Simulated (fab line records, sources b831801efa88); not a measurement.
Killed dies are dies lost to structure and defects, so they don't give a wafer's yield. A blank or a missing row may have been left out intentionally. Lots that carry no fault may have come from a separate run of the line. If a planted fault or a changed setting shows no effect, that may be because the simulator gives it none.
fab line records	flow gf180mcu
[record] lots = 14	wafers = 42	lastDay = 34
route steps=602 shown NWELL@48 LVPWELL@61 VT_IMPLANT@111
lots untouched by any fault: they come from a run of this same line in which no faults occurred
startH: start of the lot's first displayed wafer, in hours after the record's first day	waitH: hours elapsed since this lot's preceding step	" repeats the value in the row above	L1.1+2: one row covering several wafers at once	- no value, or no start given	* or withheld: withheld	< > ~ a bound
route shown NAME@n: names a module that has steps shown in the file, with the first one's number in the route	usual: mean/standard deviation of fault-free wafers	same: alike in all rows	chamber/n: place in a boat	sites: per-site readings	_std_site: their standard deviation	_edge_site: mean of outer sites minus mean of inner sites	radiusMm: how far each site lies from the wafer's centre	mask NAME#n: copy n	behind: the most recent tool/chamber to have shaped the wafer	hold: the reason the lot was held/the length of the hold in hours/how it ended	device: transistor that didn't switch, given as n, p or np	end of line: at the end of the route, the tests of the same wafers	where a step has no rows: the recipe by itself	killed: not the wafer's yield, but the dies lost to structure and defects at the first sort	map: per-die view of a wafer (x killed, . not killed, _ where there is no die)
set.NAME: the setting the step ran with; set.NAME@STEP: the setting that earlier step ran with	model.NAME: the simulator's own value behind a step, which no gauge read
the route's steps for a sample of lots (tables are steps, rows are wafers)
[[steps]]
[step GF_NWELL_DEVELOP_06]
[recipe] wallAngleDeg = 90	developTimeS = 60	devTempC = 23
lot.wafer	tool	chamber	startH	waitH
L947.2+4+6	lithoTrack-01	0	54	-
L949.1+3+6	lithoTrack-03	0	68	-
L950.3+4+5	lithoTrack-01	0	72	-
L951.1+2+5	lithoTrack-01	0	79	-
L952.1+5+6	lithoTrack-04	0	84	-
L954.1+2+4	lithoTrack-03	0	97	-
L955.1+2+6	lithoTrack-01	0	101	-
L956.1+4+6	lithoTrack-04	0	108	-
L957.2+4+5	lithoTrack-01	0	112	-
L958.3+5+6	lithoTrack-04	0	117	-
L960.3+4+6	lithoTrack-04	0	129	-
L961.1+2+6	lithoTrack-01	0	133	-
L962.2+5+6	lithoTrack-01	0	140	-
L969.1+3+4	lithoTrack-03	0	174	-
[step GF_NWELL_OVL_MEAS_07]
[usual] NWELL_OVL = 0.1/1.7
lot.wafer	tool	chamber	startH	waitH	NWELL_OVL[nm]
L947.2	overlay-02	-	55.13	-	-2.4
L947.4	"	-	"	"	-2.9
L947.6	"	-	"	"	-2.4
L949.1	overlay-02	-	68.48	-	-1.0
L949.3	"	-	"	"	-0.8
L949.6	"	-	"	"	-1.0
L950.3	overlay-02	-	72.64	-	0.3
L950.4	"	-	"	"	-0.8
L950.5	"	-	"	"	-0.2
L951.1	overlay-02	-	79.22	-	-1.5
L951.2	"	-	"	"	-0.6
L951.5	"	-	"	"	-1.1
L952.1	overlay-01	-	85.06	-	1.8
L952.5	"	-	"	"	0.1
L952.6	"	-	"	"	1.7
L954.1	overlay-01	-	97.28	-	-0.1
L954.2	"	-	"	"	1.1
L954.4	"	-	"	"	-0.5
L955.1	overlay-01	-	102.07	-	1.7
L955.2	"	-	"	"	1.7
L955.6	"	-	"	"	0.6
L956.1	overlay-02	-	108.96	-	-0.7
L956.4	"	-	"	"	2.8
L956.6	"	-	"	"	1.0
L957.2	overlay-02	-	112.48	-	-0.8
L957.4	"	-	"	"	0.8
L957.5	"	-	"	"	-0.8
L958.3	overlay-01	-	117.52	-	-1.0
L958.5	"	-	"	"	-1.2
L958.6	"	-	"	"	-0.3
L960.3	overlay-02	-	129.22	-	-2.1
L960.4	"	-	"	"	-2.8
L960.6	"	-	"	"	-1.5
L961.1	overlay-01	-	133.92	-	-
L961.2	"	-	"	"	-
L961.6	"	-	"	"	-
L962.2	overlay-02	-	140.23	-	-
L962.5	"	-	"	"	-
L962.6	"	-	"	"	-
L969.1	overlay-01	-	174.97	-	2.8
L969.3	"	-	"	"	1.3
L969.4	"	-	"	"	1.8
[step GF_NWELL_TW_MEAS_11]
[usual] NWELL_TW = 1566/8.1
lot.wafer	tool	chamber	startH	waitH	hold	NWELL_TW
L947.2	filmMetro-01	-	55.57	0.1	-	1574
L947.4	"	-	"	"	-	1571
L947.6	"	-	"	"	-	1579
L949.1	filmMetro-03	-	68.91	0.1	-	1570
L949.3	"	-	"	"	-	1576
L949.6	"	-	"	"	-	1570
L950.3	filmMetro-01	-	73.08	0.1	-	1579
L950.4	"	-	"	"	-	1563
L950.5	"	-	"	"	-	1570
L951.1	filmMetro-01	-	79.66	0.1	-	1579
L951.2	"	-	"	"	-	1571
L951.5	"	-	"	"	-	1581
L952.1	filmMetro-02	-	85.49	0.1	-	1559
L952.5	"	-	"	"	-	1563
L952.6	"	-	"	"	-	1555
L954.1	filmMetro-01	-	97.71	0.1	-	1584
L954.2	"	-	"	"	-	1581
L954.4	"	-	"	"	-	1578
L955.1	filmMetro-03	-	102.51	0.1	-	1564
L955.2	"	-	"	"	-	1560
L955.6	"	-	"	"	-	1561
L956.1	filmMetro-03	-	109.39	0.1	-	1551
L956.4	"	-	"	"	-	1558
L956.6	"	-	"	"	-	1561
L957.2	filmMetro-03	-	113.02	0.1	-	1568
L957.4	"	-	"	"	-	1571
L957.5	"	-	"	"	-	1560
L958.3	filmMetro-02	-	117.96	0.1	-	1552
L958.5	"	-	"	"	-	1559
L958.6	"	-	"	"	-	1556
L960.3	filmMetro-01	-	129.66	0.1	-	1566
L960.4	"	-	"	"	-	1565
L960.6	"	-	"	"	-	1574
L961.1	filmMetro-01	-	134.36	0.1	awaitDispo/0.2h/release	30
L961.2	"	-	"	"	awaitDispo/0.2h/release	30
L961.6	"	-	"	"	awaitDispo/0.2h/release	30
L961.1	filmMetro-01	-	134.59	0.2	-	30
L961.2	"	-	"	"	-	30
L961.6	"	-	"	"	-	30
L962.2	filmMetro-01	-	140.67	0.1	awaitDispo/0.2h/release	30
L962.5	"	-	"	"	awaitDispo/0.2h/release	30
L962.6	"	-	"	"	awaitDispo/0.2h/release	30
L962.2	filmMetro-01	-	140.90	0.2	-	30
L962.5	"	-	"	"	-	30
L962.6	"	-	"	"	-	30
L969.1	filmMetro-03	-	175.41	0.1	-	1563
L969.3	"	-	"	"	-	1565
L969.4	"	-	"	"	-	1559
[step GF_LVPWELL_OVL_MEAS_07]
[usual] LVPWELL_OVL = 0.1/1.4
lot.wafer	tool	chamber	startH	waitH	LVPWELL_OVL[nm]
L947.2	overlay-01	-	69.08	-	0.4
L947.4	"	-	"	"	-0.4
L947.6	"	-	"	"	-0.2
L949.1	overlay-01	-	81.97	-	-1.7
L949.3	"	-	"	"	-1.2
L949.6	"	-	"	"	0.1
L950.3	overlay-01	-	86.37	-	2.7
L950.4	"	-	"	"	1.6
L950.5	"	-	"	"	1.5
L951.1	overlay-02	-	93.21	-	-1.4
L951.2	"	-	"	"	-1.5
L951.5	"	-	"	"	-1.2
L952.1	overlay-01	-	99.47	-	1.6
L952.5	"	-	"	"	1.0
L952.6	"	-	"	"	2.7
L954.1	overlay-01	-	112.27	-	-0.5
L954.2	"	-	"	"	2.8
L954.4	"	-	"	"	-0.9
L955.1	overlay-01	-	117.16	-	-0.8
L955.2	"	-	"	"	-1.7
L955.6	"	-	"	"	-1.7
L956.1	overlay-02	-	124.21	-	1.2
L956.4	"	-	"	"	0.9
L956.6	"	-	"	"	0.6
L957.2	overlay-01	-	128.21	-	-0.9
L957.4	"	-	"	"	-0.4
L957.5	"	-	"	"	0.6
L958.3	overlay-01	-	132.52	-	1.6
L958.5	"	-	"	"	0.2
L958.6	"	-	"	"	1.4
L960.3	overlay-01	-	144.78	-	0.7
L960.4	"	-	"	"	-1.1
L960.6	"	-	"	"	-0.1
L969.1	overlay-01	-	192.12	-	-0.7
L969.3	"	-	"	"	0.1
L969.4	"	-	"	"	-0.2
[step GF_VT_IMPLANT_TW_MEAS_21]
[usual] VT_IMPLANT_2_TW = 1211/6.4
lot.wafer	tool	chamber	startH	waitH	VT_IMPLANT_2_TW
L947.2	filmMetro-03	-	127.97	0.1	1207
L947.4	"	-	"	"	1199
L947.6	"	-	"	"	1204
L949.1	filmMetro-04	-	143.36	0.1	1201
L949.3	"	-	"	"	1209
L949.6	"	-	"	"	1206
L950.3	filmMetro-01	-	146.98	0.1	1207
L950.4	"	-	"	"	1206
L950.5	"	-	"	"	1207
L951.1	filmMetro-01	-	154.31	0.1	1213
L951.2	"	-	"	"	1204
L951.5	"	-	"	"	1209
L952.1	filmMetro-04	-	161.21	0.1	1221
L952.5	"	-	"	"	1208
L952.6	"	-	"	"	1207
L954.1	filmMetro-04	-	176.29	0.1	1213
L954.2	"	-	"	"	1215
L954.4	"	-	"	"	1215
L955.1	filmMetro-01	-	181.29	0.1	1220
L955.2	"	-	"	"	1222
L955.6	"	-	"	"	1214
L956.1	filmMetro-01	-	189.66	0.1	1225
L956.4	"	-	"	"	1218
L956.6	"	-	"	"	1211
L957.2	filmMetro-01	-	194.75	0.1	1223
L957.4	"	-	"	"	1215
L957.5	"	-	"	"	1220
L958.3	filmMetro-01	-	198.61	0.1	1215
L958.5	"	-	"	"	1213
L958.6	"	-	"	"	1216
L960.3	filmMetro-04	-	215.83	0.1	1211
L960.4	"	-	"	"	1206
L960.6	"	-	"	"	1206
L969.1	filmMetro-03	-	266.06	0.1	1202
L969.3	"	-	"	"	1201
L969.4	"	-	"	"	1203
[step GF_VT_IMPLANT_OVL_MEAS_40]
[usual] VT_IMPLANT_03_OVL = 0.4/1.4
lot.wafer	tool	chamber	startH	waitH	VT_IMPLANT_03_OVL[nm]
L947.2	overlay-02	-	159.86	0.1	-1.0
L947.4	"	-	"	"	0.0
L947.6	"	-	"	"	-3.5
L949.1	overlay-02	-	175.27	0.1	-0.7
L949.3	"	-	"	"	0.5
L949.6	"	-	"	"	1.4
L950.3	overlay-01	-	179.12	0.1	-2.2
L950.4	"	-	"	"	-0.2
L950.5	"	-	"	"	-3.3
L951.1	overlay-01	-	187.51	0.1	0.2
L951.2	"	-	"	"	1.0
L951.5	"	-	"	"	-0.2
L952.1	overlay-01	-	195.41	0.1	1.3
L952.5	"	-	"	"	3.1
L952.6	"	-	"	"	3.4
L954.1	overlay-01	-	216.17	0.1	3.2
L954.2	"	-	"	"	2.6
L954.4	"	-	"	"	3.1
L955.1	overlay-01	-	216.47	0.1	0.5
L955.2	"	-	"	"	0.4
L955.6	"	-	"	"	-2.1
L956.1	overlay-02	-	222.31	0.1	1.6
L956.4	"	-	"	"	-0.1
L956.6	"	-	"	"	0.4
L957.2	overlay-02	-	233.03	0.1	1.1
L957.4	"	-	"	"	-1.4
L957.5	"	-	"	"	-0.2
L958.3	overlay-01	-	233.82	0.1	-1.2
L958.5	"	-	"	"	-0.4
L958.6	"	-	"	"	1.4
L960.3	overlay-01	-	252.19	0.1	0.9
L960.4	"	-	"	"	0.9
L960.6	"	-	"	"	1.4
L969.1	overlay-02	-	305.77	0.1	0.3
L969.3	"	-	"	"	-2.2
L969.4	"	-	"	"	1.7
[[key]]
[firstSign] step = GF_NWELL_OVL_MEAS_07	reading = NWELL_OVL	direction = missing
[effect] step = GF_NWELL_TW_MEAS_11	reading = visit	direction = added
[effect] step = GF_NWELL_TW_MEAS_11	reading = NWELL_TW	direction = down	sigmas = 99+	usual = 1566	struck = 30
metAt GF_NWELL_DEVELOP_06
struckLots L961,L962
scrappedBehind GF_NWELL_TW_MEAS_11 L961.1,L961.2,L961.6,L962.2,L962.5,L962.6
notActingAt GF_LVPWELL_OVL_MEAS_07,GF_VT_IMPLANT_TW_MEAS_21,GF_VT_IMPLANT_OVL_MEAS_40
onsetBetween 112 133
[fault] kind = processParameterDrift	tool = lithoTrack-01	chamber = -	onsetH = 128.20	steps = GF_NWELL_DEVELOP_06	channel = developTimeS	offset = *	shape = step	endH = 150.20	actsIn = *	stated = *
